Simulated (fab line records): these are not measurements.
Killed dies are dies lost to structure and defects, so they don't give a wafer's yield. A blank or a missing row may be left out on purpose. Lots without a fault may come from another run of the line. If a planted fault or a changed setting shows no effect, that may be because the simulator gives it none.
Problem report in the 8D (eight disciplines) form, filled by code    flow sky130    the parts of the form that need people (team, actions taken, sign-off) are left out

## 1. THE PROBLEM
Mean VIA2_HDPCVD_THK at SKY_VIA2_THK_MEAS_01: 549 nm over 3 wafers in 2 lots; fault-free wafers: 1180 nm, standard deviation 11. Relative to the usual mean, that is a shift of -57 standard deviations.
Earliest sighting: wafer L836.5 on film_metro-04 at day 40 15:44. Wafers with a number at this step in the record: 38, from 13 lots. By rule, "out" or "out of limits" means more than 4 standard deviations away from the usual mean. All remaining wafers that have a number are taken as sound.

## 2. WHAT IT IS; WHAT IT IS NOT
question                     is                            is not
which readings at this step  VIA2_HDPCVD_THK               -
which lots                   L836, L840                    L824, L825, L826, L827, L829, L830, L841, L842, L844, L845, L846
which wafers of those lots   L836.5, L840.5, L840.6        L836.4, L840.2
read on which gauges         film_metro-02, film_metro-04  film_metro-01
when                         from day 40 15:44             up to then (19 sound wafers); but 16 sound wafers of L840, L841, L842, L844, L845, L846 came after

## 3. THE SUSPECTS, EACH WITH WHAT RULES IT OUT
Counting: any tool at a process step up to the reading remains a suspect provided it ran every lot that is out. Sound lots after the first of them don't rule it out here, since some wafers of a struck lot are sound.
- the gauge at SKY_VIA2_THK_MEAS_01: ruled out. The wafers that are out were read on 2 gauges (film_metro-02, film_metro-04).
- hdpcvd-02 at SKY_VIA2_HDPCVD_00 (deposits SiO2, target thk 1180 nm, time 196.7 s): kept. Ran every lot that is out, first one L836 (day 40 15:38); last sound lot up to then L830 (day 38 12:52).
Left after counting: hdpcvd-02 at SKY_VIA2_HDPCVD_00.

## 4. THE CAUSE (what the simulator had put in)
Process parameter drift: hdpcvd-02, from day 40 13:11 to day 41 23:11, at SKY_VIA2_HDPCVD_00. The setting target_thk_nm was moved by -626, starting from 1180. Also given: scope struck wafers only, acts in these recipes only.
The count eliminated every tool but this one.

## 5. THE CHAIN OF EFFECTS, in route order
Each row: a reading whose mean over the struck wafers that have a number lies more than 3 standard deviations from the usual. Readings are gone through only where the record gives a usual standard deviation; hours: the median, over the lots, of the time from a lot's start at the first step in this table giving one to that lot's start at this step; sigmas: the change measured in usual standard deviations.
hours  step                  reading          usual    on struck wafers  change  sigmas
0      SKY_VIA2_THK_MEAS_01  VIA2_HDPCVD_THK  1180 nm  549               -631    -57

## 6. HOW IT WOULD HAVE BEEN CAUGHT EARLIER
In this record the first reading out of limits at a measuring or inspecting step was taken at day 40 15:44, 3 hours after the fault began at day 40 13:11.
Among the 2 lots that are out, L840 began SKY_VIA2_HDPCVD_00 on hdpcvd-02 after day 40 15:44. Putting the tool on hold at that point would have spared it.
